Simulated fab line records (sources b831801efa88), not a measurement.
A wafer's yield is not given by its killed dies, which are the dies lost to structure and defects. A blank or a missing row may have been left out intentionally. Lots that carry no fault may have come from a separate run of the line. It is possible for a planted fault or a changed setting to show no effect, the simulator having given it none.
Matching of chambers / flow gf180mcu / 4 sister chambers for GF_V4_CMP_04 on cmp-02
The step polishes SiO2. 18 wafers are shown with their chamber, then 9 later ones without.

== WAFERS PAIRED WITH THEIR CHAMBERS ==
wafer=L649.3; chamber=3; motorCurrentA (A)=12.2; timeToEndpointS (s)=82
wafer=L649.4; chamber=2; motorCurrentA (A)=11.8; timeToEndpointS (s)=90
wafer=L649.6; chamber=3; motorCurrentA (A)=12.9; timeToEndpointS (s)=94
wafer=L652.1; chamber=3; motorCurrentA (A)=12.4; timeToEndpointS (s)=88
wafer=L652.4; chamber=0; motorCurrentA (A)=11.2; timeToEndpointS (s)=86
wafer=L652.5; chamber=1; motorCurrentA (A)=12.0; timeToEndpointS (s)=88
wafer=L655.2; chamber=0; motorCurrentA (A)=11.6; timeToEndpointS (s)=77
wafer=L655.4; chamber=1; motorCurrentA (A)=11.8; timeToEndpointS (s)=73
wafer=L655.6; chamber=3; motorCurrentA (A)=13.2; timeToEndpointS (s)=86
wafer=L656.1; chamber=0; motorCurrentA (A)=10.8; timeToEndpointS (s)=80
wafer=L656.4; chamber=1; motorCurrentA (A)=12.3; timeToEndpointS (s)=78
wafer=L659.2; chamber=1; motorCurrentA (A)=12.1; timeToEndpointS (s)=72
wafer=L659.5; chamber=1; motorCurrentA (A)=11.6; timeToEndpointS (s)=100
wafer=L660.2; chamber=0; motorCurrentA (A)=11.5; timeToEndpointS (s)=76
wafer=L660.6; chamber=1; motorCurrentA (A)=12.8; timeToEndpointS (s)=100
wafer=L669.3; chamber=1; motorCurrentA (A)=11.6; timeToEndpointS (s)=72
wafer=L669.4; chamber=2; motorCurrentA (A)=12.2; timeToEndpointS (s)=81
wafer=L669.5; chamber=3; motorCurrentA (A)=12.4; timeToEndpointS (s)=91

SIGNATURES (averages over the wafers above)
reading=motorCurrentA; chamber 0=11.275; chamber 1=12.029; chamber 2=12.000; chamber 3=12.620; scatter within a chamber=0.401
reading=timeToEndpointS; chamber 0=79.75; chamber 1=83.29; chamber 2=85.50; chamber 3=88.20; scatter within a chamber=9.08
Rule: distance of a wafer from a chamber = root of the sum over the readings of ((wafer's reading minus chamber's mean) / reading's scatter) squared. The wafer belongs to the nearest chamber; if the next one is less than 2 further off, it can't be placed. The scatter: the root of (the sum of the squares of (reading less its chamber's mean) over the shown wafers, divided by (wafers less chambers)).

== WAFERS WHOSE CHAMBER IS MISSING ==
wafer=L670.1; motorCurrentA (A)=12.7; timeToEndpointS (s)=76
wafer=L670.2; motorCurrentA (A)=12.9; timeToEndpointS (s)=82
wafer=L670.6; motorCurrentA (A)=10.8; timeToEndpointS (s)=77
wafer=L671.1; motorCurrentA (A)=12.5; timeToEndpointS (s)=80
wafer=L671.5; motorCurrentA (A)=11.3; timeToEndpointS (s)=87
wafer=L671.6; motorCurrentA (A)=13.1; timeToEndpointS (s)=86
wafer=L672.3; motorCurrentA (A)=12.5; timeToEndpointS (s)=82
wafer=L672.4; motorCurrentA (A)=11.3; timeToEndpointS (s)=88
wafer=L672.6; motorCurrentA (A)=11.2; timeToEndpointS (s)=81

== EACH ONE'S CHAMBER ==
wafer=L670.1; from the rows above=can't be placed: 3 or 1 or 2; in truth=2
wafer=L670.2; from the rows above=can't be placed: 3 or 1 or 2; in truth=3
wafer=L670.6; from the rows above=can't be placed: 0 or 2 or 1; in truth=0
wafer=L671.1; from the rows above=can't be placed: 3 or 1 or 2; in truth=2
wafer=L671.5; from the rows above=can't be placed: 0 or 2 or 1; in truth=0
wafer=L671.6; from the rows above=can't be placed: 3 or 1 or 2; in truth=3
wafer=L672.3; from the rows above=can't be placed: 3 or 1 or 2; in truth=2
wafer=L672.4; from the rows above=can't be placed: 0 or 2 or 1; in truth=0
wafer=L672.6; from the rows above=can't be placed: 0 or 2 or 1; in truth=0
Placed correctly: 0 of 9. From these rows, 9 cannot be placed; in 9 the true chamber is one of the candidates. 0 placed wrongly.
